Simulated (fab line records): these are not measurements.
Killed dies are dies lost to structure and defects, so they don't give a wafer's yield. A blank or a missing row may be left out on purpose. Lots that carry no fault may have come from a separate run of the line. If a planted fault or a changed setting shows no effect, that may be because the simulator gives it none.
Check for tools in common / flow gf180mcu / Lots sampled 13, wafers sampled 45

## REASON FOR OPENING
At GF_POLY_GATE_THK_MEAS_01 the reading POLY_GATE_CVD_00_THK is flagged on 2 of 13 lots. Fault-free wafers read 199.8 nm, with a standard deviation of 1.9.
Rule: a lot is flagged in two cases, either no wafer of it has a number, or all its wafers with numbers fall more than 4 standard deviations from that mean. All remaining lots are regarded as sound.

lot=L353; measured=day 8 18:35; on=film metro-02; POLY_GATE_CVD_00_THK (nm), wafer by wafer=200.3 199.1 199.2; flag=
lot=L355; measured=day 9 00:22; on=film metro-02; POLY_GATE_CVD_00_THK (nm), wafer by wafer=200.3 201.3 201.4; flag=
lot=L354; measured=day 9 02:32; on=film metro-03; POLY_GATE_CVD_00_THK (nm), wafer by wafer=200.8 199.8 199.4; flag=
lot=L356; measured=day 9 06:29; on=film metro-03; POLY_GATE_CVD_00_THK (nm), wafer by wafer=201.4 200.6 202.5; flag=
lot=L358; measured=day 9 23:54; on=film metro-03; POLY_GATE_CVD_00_THK (nm), wafer by wafer=198.5 199.5 199.4; flag=
lot=L359; measured=day 10 07:32; on=film metro-02; POLY_GATE_CVD_00_THK (nm), wafer by wafer=199.5 198.6 199.2; flag=
lot=L360; measured=day 10 10:58; on=film metro-02; POLY_GATE_CVD_00_THK (nm), wafer by wafer=199.4 199.8 200.4; flag=
lot=L364; measured=day 11 15:53; on=film metro-03; POLY_GATE_CVD_00_THK (nm), wafer by wafer=285.0 285.2 286.0 284.7 285.0 285.7; flag=FLAGGED
lot=L365; measured=day 11 21:41; on=film metro-03; POLY_GATE_CVD_00_THK (nm), wafer by wafer=287.0 288.7 287.7 287.0 288.7 287.9; flag=FLAGGED
lot=L368; measured=day 12 23:06; on=film metro-02; POLY_GATE_CVD_00_THK (nm), wafer by wafer=202.0 203.1 202.9; flag=
lot=L373; measured=day 14 08:49; on=film metro-03; POLY_GATE_CVD_00_THK (nm), wafer by wafer=199.7 200.1 200.2; flag=
lot=L374; measured=day 14 11:47; on=film metro-03; POLY_GATE_CVD_00_THK (nm), wafer by wafer=197.9 199.8 197.4; flag=
lot=L376; measured=day 15 05:02; on=film metro-02; POLY_GATE_CVD_00_THK (nm), wafer by wafer=201.7 200.2 200.8; flag=
On average the flagged lots' numbers are 286.6 nm, which is +86.8 nm against the usual, or +46 standard deviations.

## EACH LOT AND THE TOOL IT RAN ON
The record holds 2 process steps before the reading, out of a route of 602 steps. Every cell lists first the tool, next ch and the chambers used by the sampled wafers, and last the start.
lot=L353; flag=; GF_MVSD_STRIP_10=plasma asher-02 ch 0,1, day 4 16:42; GF_POLY_GATE_CVD_00=lpcvd-01 ch 0, day 8 17:14
lot=L355; flag=; GF_MVSD_STRIP_10=plasma asher-02 ch 0,1, day 4 22:55; GF_POLY_GATE_CVD_00=lpcvd-02 ch 1, day 8 23:02
lot=L354; flag=; GF_MVSD_STRIP_10=plasma asher-01 ch 0,1, day 4 23:42; GF_POLY_GATE_CVD_00=lpcvd-02 ch 1, day 9 01:13
lot=L356; flag=; GF_MVSD_STRIP_10=plasma asher-02 ch 0,1, day 5 04:27; GF_POLY_GATE_CVD_00=lpcvd-02 ch 1, day 9 05:08
lot=L358; flag=; GF_MVSD_STRIP_10=plasma asher-01 ch 0,1, day 5 18:15; GF_POLY_GATE_CVD_00=lpcvd-02 ch 0, day 9 21:54
lot=L359; flag=; GF_MVSD_STRIP_10=plasma asher-01 ch 0,1, day 5 20:34; GF_POLY_GATE_CVD_00=lpcvd-01 ch 0, day 10 05:32
lot=L360; flag=; GF_MVSD_STRIP_10=plasma asher-02 ch 0,1, day 6 02:35; GF_POLY_GATE_CVD_00=lpcvd-02 ch 1, day 10 08:57
lot=L364; flag=FLAGGED; GF_MVSD_STRIP_10=plasma asher-02 ch 0,1, day 7 03:33; GF_POLY_GATE_CVD_00=lpcvd-02 ch 1, day 11 14:33
lot=L365; flag=FLAGGED; GF_MVSD_STRIP_10=plasma asher-02 ch 1, day 7 07:04; GF_POLY_GATE_CVD_00=lpcvd-02 ch 0, day 11 20:21
lot=L368; flag=; GF_MVSD_STRIP_10=plasma asher-04 ch 0,1, day 8 04:19; GF_POLY_GATE_CVD_00=lpcvd-01 ch 0, day 12 21:46
lot=L373; flag=; GF_MVSD_STRIP_10=plasma asher-02 ch 0,1, day 9 08:06; GF_POLY_GATE_CVD_00=lpcvd-02 ch 0, day 14 07:29
lot=L374; flag=; GF_MVSD_STRIP_10=plasma asher-02 ch 0, day 9 11:52; GF_POLY_GATE_CVD_00=lpcvd-01 ch 1, day 14 10:26
lot=L376; flag=; GF_MVSD_STRIP_10=plasma asher-04 ch 0, day 10 01:03; GF_POLY_GATE_CVD_00=lpcvd-02 ch 0, day 15 03:41
These steps, and what they do:
- GF_MVSD_STRIP_10: strips in O2/N2.
- GF_POLY_GATE_CVD_00: deposits poly-Si, target thk 200 nm, time 1200 s.
- GF_POLY_GATE_THK_MEAS_01

## FLAGGED AGAINST TOTAL, ONE TOOL AT A TIME (gauges that did the reading follow at the end)
step=GF_MVSD_STRIP_10; tool=plasma asher-01; lots run=3; flagged=0; share of the flagged lots=none; sound lots run after its first flagged lot=-
step=GF_MVSD_STRIP_10; tool=plasma asher-02; lots run=8; flagged=2; share of the flagged lots=all; sound lots run after its first flagged lot=2 (L373,L374)
step=GF_MVSD_STRIP_10; tool=plasma asher-04; lots run=2; flagged=0; share of the flagged lots=none; sound lots run after its first flagged lot=-
step=GF_POLY_GATE_CVD_00; tool=lpcvd-01; lots run=4; flagged=0; share of the flagged lots=none; sound lots run after its first flagged lot=-
step=GF_POLY_GATE_CVD_00; tool=lpcvd-02; lots run=9; flagged=2; share of the flagged lots=all; sound lots run after its first flagged lot=2 (L373,L376)
step=GF_POLY_GATE_THK_MEAS_01; tool=film metro-02; lots run=6; flagged=0; share of the flagged lots=none; sound lots run after its first flagged lot=-
step=GF_POLY_GATE_THK_MEAS_01; tool=film metro-03; lots run=7; flagged=2; share of the flagged lots=all; sound lots run after its first flagged lot=2 (L373,L374)

## WHAT THE TABLE PERMITS
Rows of the table that ran every flagged lot, 3 in all: plasma asher-02 at GF_MVSD_STRIP_10, lpcvd-02 at GF_POLY_GATE_CVD_00, film metro-03 at GF_POLY_GATE_THK_MEAS_01.
- plasma asher-02 at GF_MVSD_STRIP_10: 2 of its 8 lots flagged. Sound lots followed the first flagged one (L373, L374) on it, something a lasting fault affecting the whole tool could not allow.
- lpcvd-02 at GF_POLY_GATE_CVD_00: 2 of its 9 lots flagged. Sound lots followed the first flagged one (L373, L376) on it, something a lasting fault affecting the whole tool could not allow.
- film metro-03 at GF_POLY_GATE_THK_MEAS_01: 2 of its 7 lots flagged. Sound lots followed the first flagged one (L373, L374) on it, something a lasting fault affecting the whole tool could not allow.
No row of the table ran every flagged lot and no sound lot after the first.

## WHAT THE SIMULATOR HAD PUT IN
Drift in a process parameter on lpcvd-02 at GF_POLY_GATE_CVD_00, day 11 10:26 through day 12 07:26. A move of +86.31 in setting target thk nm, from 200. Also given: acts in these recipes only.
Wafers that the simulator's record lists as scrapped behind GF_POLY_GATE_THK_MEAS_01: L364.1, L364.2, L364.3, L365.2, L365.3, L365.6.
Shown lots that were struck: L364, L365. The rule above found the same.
